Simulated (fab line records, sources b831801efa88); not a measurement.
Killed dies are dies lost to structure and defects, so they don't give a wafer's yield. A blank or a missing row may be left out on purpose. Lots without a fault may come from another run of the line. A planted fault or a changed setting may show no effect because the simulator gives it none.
A struck lot beside a sound one | flow sky130 | 14 steps out of a route of 708
Sound: wafers L185.1, L185.2, L185.3. Struck: wafers L207.1, L207.2, L207.3. The cause comes at the end.
At each step with rows: each side's tool, then ch and its chambers, then its first start. Under that, the readings that differ: sound wafers | struck wafers | difference of the means | sigmas: that difference in standard deviations of wafers without a fault.
alike: readings whose means differ by less than 2 such deviations, and words and numbers that are the same on both sides. not compared: withheld readings, readings that some wafer has no value for, bounds like >300 that may hide the same value, and numbers for which the record gives no deviation and whose values overlap.
The two part at a step that has a row with sigmas, a row that says differs or no value, or rows on one side only. Numbers that don't overlap but have no deviation are shown without sigmas and don't part them. A reading that every wafer of one side lacks parts them only if that side has two wafers or more.

first, 1 step without rows for these wafers: SKY_POLY_GATE_IMPLANT_02.
SKY_RES_PROTECT_STRIP_07: strips in O2/N2.
  sound on plasma_asher-02 ch 0,1, day 14 19:47; struck on plasma_asher-02 ch 0,1, day 22 22:14
  alike: drypump_motor_current_A, oes_product_au, strip_time_to_endpoint_s
  not compared: rf_hours_counter_h
SKY_RES_PROTECT_TW_MEAS_08:
  sound on film_metro-01, day 14 19:53; struck on film_metro-02, day 22 22:20
  reading      | sound          | struck         | difference | sigmas
  POLY_GATE_TW | 4116 4109 4101 | 3977 3983 3984 | -127       | -4
then, 2 steps without rows for these wafers: SKY_RES_PROTECT_CLEAN_09 (cleans in SC1/SC2, time 150 s); SKY_POLY_GATE_CVD_03 (deposits Si3N4 from DCS/NH3, target thk 75 nm, time 1290 s).
SKY_POLY_GATE_THK_MEAS_04:
  sound on film_metro-01, day 14 21:37; struck on film_metro-01, day 22 23:48
  reading                   | sound          | struck         | difference | sigmas
  POLY_GATE_CVD_03_THK (nm) | 73.4 74.0 73.1 | 75.8 76.0 75.7 | +2.3       | +3
then, 6 steps without rows for these wafers: SKY_POLY_GATE_DEHYDRATE_05 (time 60 s); SKY_POLY_GATE_HMDS_06 (prime time 60 s); SKY_POLY_GATE_COAT_07 (resist thk 110 nm); SKY_POLY_GATE_COAT_08 (resist thk 450 nm); SKY_POLY_GATE_SOFTBAKE_09 (time 90 s); SKY_POLY_GATE_EXPOSE_10 (exposes mask P1M, target cd 150 nm).
SKY_POLY_GATE_PEB_11:
  sound on litho_track-04 ch 0, day 16 01:00; struck on litho_track-03, day 24 04:00
  reading         | sound          | struck | difference                    | sigmas
  exhaust_pa (Pa) | 45.6 44.8 45.9 | - - -  | no value on the struck wafers |
  not compared: chill_plate_temp_C
then, 1 step without rows for these wafers: SKY_POLY_GATE_DEVELOP_12 (develop time 60 s).

WHERE THEY PART
First at SKY_RES_PROTECT_TW_MEAS_08; last, within this record, at SKY_POLY_GATE_PEB_11.

WHY: what the simulator had put in
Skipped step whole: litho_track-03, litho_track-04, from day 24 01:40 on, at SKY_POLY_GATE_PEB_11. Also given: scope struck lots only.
